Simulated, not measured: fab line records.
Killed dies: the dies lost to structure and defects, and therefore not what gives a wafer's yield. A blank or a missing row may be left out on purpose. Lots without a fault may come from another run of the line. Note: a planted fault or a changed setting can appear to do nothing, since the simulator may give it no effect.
Struck lot and sound lot, side by side	flow sky130	26 steps out of a route of 708
Sound: the wafers L223.3, L223.5, L223.6. The struck wafers were L232.1, L232.3, L232.6. Last of all comes the cause.
Each step with rows lists, per side, the tool, then ch with its chambers, then its first start. Under that, the readings that differ: sound wafers	struck wafers	difference of the means	sigmas: that difference in standard deviations of wafers without a fault.
alike: same words and numbers on both sides, and readings whose means sit less than 2 such deviations apart. not compared: any withheld reading, any reading some wafer has no value for, any bound like >300 that may hide the same value, and any number with overlapping values for which the record gives no deviation.
A row with sigmas, a row that says differs or no value, or rows on one side alone: a step with any of these is where the two part. Numbers that don't overlap but have no deviation are shown without sigmas and don't part them. A reading that every wafer of one side lacks parts them only if that side has two wafers or more.

first, 1 step without rows for these wafers: SKY_LDD_P_IMPLANT_09.
SKY_LDD_P_STRIP_10: strips in O2/N2.
  sound on plasma_asher-02 ch 0,1, day 22 00:19; struck on plasma_asher-01 ch 0,1, day 24 20:54
  alike: chamber_pressure_mTorr, drypump_motor_current_A, oes_product_au, strip_time_to_endpoint_s
  not compared: rf_hours_counter_h
SKY_LDD_P_TW_MEAS_11:
  sound on film_metro-04, day 22 00:23; struck on film_metro-04, day 24 21:00
  alike: LDD_P_TW
then, 7 steps without rows for these wafers: SKY_LDD_HVN_DEHYDRATE_00 (time 60 s); SKY_LDD_HVN_HMDS_01 (prime time 60 s); SKY_LDD_HVN_COAT_02 (resist thk 300 nm); SKY_LDD_HVN_SOFTBAKE_03 (time 60 s); SKY_LDD_HVN_EXPOSE_04 (exposes mask HVNTM, target cd 700 nm); SKY_LDD_HVN_PEB_05; SKY_LDD_HVN_DEVELOP_06 (develop time 60 s).
SKY_LDD_HVN_OVL_MEAS_07:
  sound on overlay-02, day 23 07:13; struck on overlay-01, day 26 01:59
  alike: LDD_HVN_OVL
next, for these wafers, 1 step has no rows: SKY_LDD_HVN_IMPLANT_08.
SKY_LDD_HVN_STRIP_09: strips in O2/N2.
  sound on plasma_asher-04 ch 0,1, day 23 07:25; struck on plasma_asher-03 ch 0,1, day 26 02:11
  no value came back on the struck wafers for chamber_pressure_mTorr (mTorr), drypump_motor_current_A (A), oes_product_au (a.u.), strip_time_to_endpoint_s (s); on the sound wafers chamber_pressure_mTorr (mTorr) reads 1503.5 1499.2 1500.4
reading	sound	struck	difference	sigmas
model.NOVOLAK_of_LDD_HVN_COAT_02.thk_nm (nm)	0 0 0	298.5 299.2 300	+299.2	
  not compared: rf_hours_counter_h
SKY_LDD_HVN_TW_MEAS_10:
  sound on film_metro-02, day 23 07:30; struck on film_metro-01, day 26 02:17
  alike: LDD_HVN_TW
then, 7 steps without rows for these wafers: SKY_LDD_HVP_DEHYDRATE_00 (time 60 s); SKY_LDD_HVP_HMDS_01 (prime time 60 s); SKY_LDD_HVP_COAT_02 (resist thk 300 nm); SKY_LDD_HVP_SOFTBAKE_03 (time 60 s); SKY_LDD_HVP_EXPOSE_04 (exposes mask HVPTM, target cd 700 nm); SKY_LDD_HVP_PEB_05; SKY_LDD_HVP_DEVELOP_06 (develop time 60 s).
SKY_LDD_HVP_OVL_MEAS_07:
  sound on overlay-02, day 24 13:31; struck on overlay-01, day 27 05:48
  alike: LDD_HVP_OVL
next, for these wafers, 1 step has no rows: SKY_LDD_HVP_IMPLANT_08.
SKY_LDD_HVP_STRIP_09: strips in O2/N2.
  sound on plasma_asher-02 ch 0,1, day 24 13:43; struck on plasma_asher-04 ch 0, day 27 05:59
reading	sound	struck	difference	sigmas
oes_product_au (a.u.)	0.410 0.405 0.408	0.608 0.599 0.603	+0.196	+41
strip_time_to_endpoint_s (s)	4.125 4.113 4.128	8.912 8.944 8.960	+4.817	+99 or more
  alike: chamber_pressure_mTorr, drypump_motor_current_A
  not compared: rf_hours_counter_h
SKY_LDD_HVP_TW_MEAS_10:
  sound on film_metro-01, day 24 13:48; struck on film_metro-03, day 27 06:05
reading	sound	struck	difference	sigmas
LDD_HVP_TW	458 456 457	30 30 30	-427	-99 or more
then, 1 step without rows for these wafers: SKY_LDD_LDN_DEHYDRATE_00 (time 60 s).

WHERE THEY PART
Earliest at SKY_LDD_HVN_STRIP_09; latest, in this record, at SKY_LDD_HVP_TW_MEAS_10.

WHY: whatever the simulator had introduced
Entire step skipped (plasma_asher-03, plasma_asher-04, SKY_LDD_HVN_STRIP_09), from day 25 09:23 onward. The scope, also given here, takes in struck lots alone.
